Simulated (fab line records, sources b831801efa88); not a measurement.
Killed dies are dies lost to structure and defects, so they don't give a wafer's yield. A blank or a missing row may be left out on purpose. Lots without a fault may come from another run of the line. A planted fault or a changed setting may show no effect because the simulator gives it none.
Problem report in the 8D (eight disciplines) form, filled by code | flow sky130 | the parts of the form that need people (team, actions taken, sign-off) are left out

1. THE PROBLEM
POLY_GATE_TW at SKY_RES_PROTECT_TW_MEAS_08 reads a mean of 2823 on 6 wafers of 2 lots; wafers without a fault read 4045 with a standard deviation of 30. That is -41 standard deviations from the usual mean.
First seen on wafer L887.2, day 19 16:45, on film_metro-02. The record holds 33 wafers of 11 lots with a number at this step. Rule for "out", or "out of limits": more than 4 standard deviations from the usual mean. The other wafers with a number count as sound.

2. WHAT IT IS AND WHAT IT IS NOT
question                    | is                           | is not
which readings at this step | POLY_GATE_TW                 | -
which lots                  | L887, L889                   | L876, L877, L880, L881, L888, L890, L893, L894, L896
which wafers of those lots  | all that have a number       | -
read on which gauges        | film_metro-02, film_metro-03 | film_metro-04
when                        | from day 19 16:45            | up to then (12 sound wafers); but 15 sound wafers of L888, L890, L893, L894, L896 came after

3. SUSPECTS, AND WHAT RULES EACH OUT
Counting: a tool at a process step up to the reading stays a suspect if it ran every lot that is out and no sound lot after the first of them.
- the gauge at SKY_RES_PROTECT_TW_MEAS_08: ruled out. The wafers that are out were read on 2 gauges (film_metro-02, film_metro-03).
- implanter-04 at SKY_POLY_GATE_IMPLANT_02: kept. It ran every lot that is out, first L887 (day 19 16:31), and no sound lot after that; its last sound lot up to then is L877 (day 16 08:54). Its own readings are out on those wafers: beam_on_s, dose_ions_cm2, faraday_current_uA.
Left after counting: implanter-04 at SKY_POLY_GATE_IMPLANT_02.

4. THE CAUSE (what the simulator had put in)
Process parameter drift: implanter-04, from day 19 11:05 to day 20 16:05, at SKY_POLY_GATE_IMPLANT_02. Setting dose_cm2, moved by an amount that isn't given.
Counting left only this tool.

5. THE CHAIN OF EFFECTS, in route order
Each row: a reading whose mean over the struck wafers that have a number lies more than 3 standard deviations from the usual. Only readings for which the record gives a usual standard deviation are gone through. hours: the time from each lot's start at the first step in this table that gives one to its start at this step, as a median over the lots. sigmas: the change in usual standard deviations.
hours | step                       | reading                   | usual         | on struck wafers | change     | sigmas
0     | SKY_POLY_GATE_IMPLANT_02   | beam_on_s                 | 32.4 s        | 10.0             | -22.4      | -16
0     | SKY_POLY_GATE_IMPLANT_02   | dose_ions_cm2             | 7.699e+15     | 7.658e+14        | -6.933e+15 | -99 or more
0     | SKY_POLY_GATE_IMPLANT_02   | end_station_pressure_torr | 1.17e-05 Torr | 8.50e-06         | -3.20e-06  | -4.5
0     | SKY_POLY_GATE_IMPLANT_02   | faraday_current_uA        | 13101         | 4282             | -8820      | -16
0     | SKY_RES_PROTECT_STRIP_07   | oes_product_au            | 0.519 a.u.    | 0.672            | +0.153     | +35
0     | SKY_RES_PROTECT_STRIP_07   | strip_time_to_endpoint_s  | 23.32 s       | 15.23            | -8.09      | -99 or more
0     | SKY_RES_PROTECT_TW_MEAS_08 | POLY_GATE_TW              | 4045          | 2823             | -1222      | -41
The process steps in it:
- SKY_POLY_GATE_IMPLANT_02
- SKY_RES_PROTECT_STRIP_07: strips in O2/N2.

6. WHAT WOULD HAVE CAUGHT IT SOONER
In this record the first reading out of limits at a measuring or inspecting step was taken at day 19 16:45, 6 hours after the fault began at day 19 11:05.
The tool's own readings at SKY_POLY_GATE_IMPLANT_02 were out on every struck wafer that the step has a row for (beam_on_s, dose_ions_cm2, faraday_current_uA): an alarm limit on them would have fired on the first of those.
Of the lots that are out (2), L889 began SKY_POLY_GATE_IMPLANT_02 on implanter-04 after day 19 16:45. A hold on the tool at that time would have spared it.
